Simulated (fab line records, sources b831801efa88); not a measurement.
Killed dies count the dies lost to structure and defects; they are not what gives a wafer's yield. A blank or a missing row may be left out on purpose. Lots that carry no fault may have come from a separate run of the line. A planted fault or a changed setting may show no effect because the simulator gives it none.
Comparing a struck lot with a sound one | flow sky130 | 15 out of 708 route steps
Sound: these wafers, L828.2, L828.3, L828.4. Struck: wafers L820.1, L820.2, L820.6. The cause is named last.
For every step that has rows: the tool of each side, followed by ch and its chambers, followed by its first start. Under that, the readings that differ: sound wafers | struck wafers | difference of the means | sigmas: that difference in standard deviations of wafers without a fault.
alike: readings whose means differ by less than 2 such deviations, and words and numbers that are the same on both sides. not compared: withheld readings, readings that some wafer has no value for, bounds like >300 that may hide the same value, and numbers for which the record gives no deviation and whose values overlap.
The two part at a step that has a row with sigmas, a row that says differs or no value, or rows on one side only. Numbers that don't overlap but have no deviation are shown without sigmas and don't part them. A reading missing from all wafers of one side parts the sides only when that side holds two or more wafers.

first, 2 steps without rows for these wafers: SKY_METAL4_PEB_11; SKY_METAL4_DEVELOP_12 (develop time 60 s).
SKY_METAL4_CD_MEAS_13: the cd target is 300 nm.
  sound on cd_sem-02, day 45 19:22; struck on cd_sem-02, day 43 13:11
  alike: cd_nm
SKY_METAL4_OVL_MEAS_14:
  sound on overlay-02, day 45 19:28; struck on overlay-01, day 43 13:19
  alike: METAL4_OVL
SKY_METAL4_DESCUM_15: chemistry O2, time 8 s.
  sound on rie_metal-03 ch 0,1, day 45 19:30; struck on rie_metal-04 ch 0,1, day 43 13:21
  alike: drypump_motor_current_A, oes_product_au, temp_c
  not compared: rf_hours_counter_h
SKY_METAL4_ETCH_16: etches BARC in N2/H2, stops on SiO2, time 88.2 s, target depth 60 nm.
  sound on rie_metal-03 ch 0,1, day 45 19:32; struck on rie_metal-04 ch 0,1, day 43 13:23
  alike: drypump_motor_current_A, oes_product_au, throttle_valve_pct
  not compared: rf_hours_counter_h
SKY_METAL4_ETCH_17: etches SiO2 in C4F8/O2/Ar, stops on TiN, time 3.9 s, target depth 15 nm.
  sound on rie_diel-03 ch 0,1,2, day 45 19:38; struck on rie_diel-01 ch 0,2,3, day 43 13:29
  alike: oes_product_au
  not compared: rf_hours_counter_h
SKY_METAL4_METAL_ETCH_18: etches the open film in Cl2/BCl3, stops on SiO2, target depth 845 nm, time 183.1 s.
  sound on rie_metal-04 ch 0,1, day 45 19:39; struck on rie_metal-03 ch 0,1, day 43 13:30
  alike: bcl3_flow_sccm, drypump_motor_current_A, oes_product_au, throttle_valve_pct
  not compared: rf_hours_counter_h
SKY_METAL4_STRIP_19: strips in O2/N2.
  sound on plasma_asher-04 ch 0,1, day 45 19:49; struck on plasma_asher-02 ch 0,1, day 43 13:40
  reading                      | sound          | struck         | difference | sigmas
  strip_time_to_endpoint_s (s) | 6.52 6.51 6.62 | 6.35 6.41 6.32 | -0.19      | -3
  alike: drypump_motor_current_A, o2_flow_sccm, oes_product_au
  not compared: rf_hours_counter_h
then, 3 steps without rows for these wafers: SKY_METAL4_STRIP_20 (strips in post etch residue remover, time 1200 s); SKY_METAL4_CLEAN_21 (cleans in IPA, time 180 s); SKY_METAL4_CLEAN_22 (cleans in O3/DIW).
SKY_VIA4_HDPCVD_00: deposits SiO2, target thk 1750 nm, time 304.5 s.
  sound on hdpcvd-02 ch 0,2, day 45 20:25; struck on hdpcvd-01 ch 1,2, day 43 14:16
  reading                                  | sound          | struck         | difference | sigmas
  model.SiO2_of_VIA4_HDPCVD_00.thk_nm (nm) | 1812 1813 1782 | 2510 2524 2504 | +710       |
  alike: sih4_flow_sccm
SKY_VIA4_THK_MEAS_01:
  sound on film_metro-03, day 45 20:37; struck on film_metro-03, day 43 14:48
  reading              | sound          | struck         | difference | sigmas
  VIA4_HDPCVD_THK (nm) | 1812 1814 1783 | 2510 2523 2506 | +710       | +47
  not compared: hold
then, 1 step without rows for these wafers: SKY_PAD_OPEN_PROBE_99.

## WHERE THEY PART
First at SKY_METAL4_STRIP_19; last, within this record, at SKY_VIA4_THK_MEAS_01.

WHY: what the simulator had put in
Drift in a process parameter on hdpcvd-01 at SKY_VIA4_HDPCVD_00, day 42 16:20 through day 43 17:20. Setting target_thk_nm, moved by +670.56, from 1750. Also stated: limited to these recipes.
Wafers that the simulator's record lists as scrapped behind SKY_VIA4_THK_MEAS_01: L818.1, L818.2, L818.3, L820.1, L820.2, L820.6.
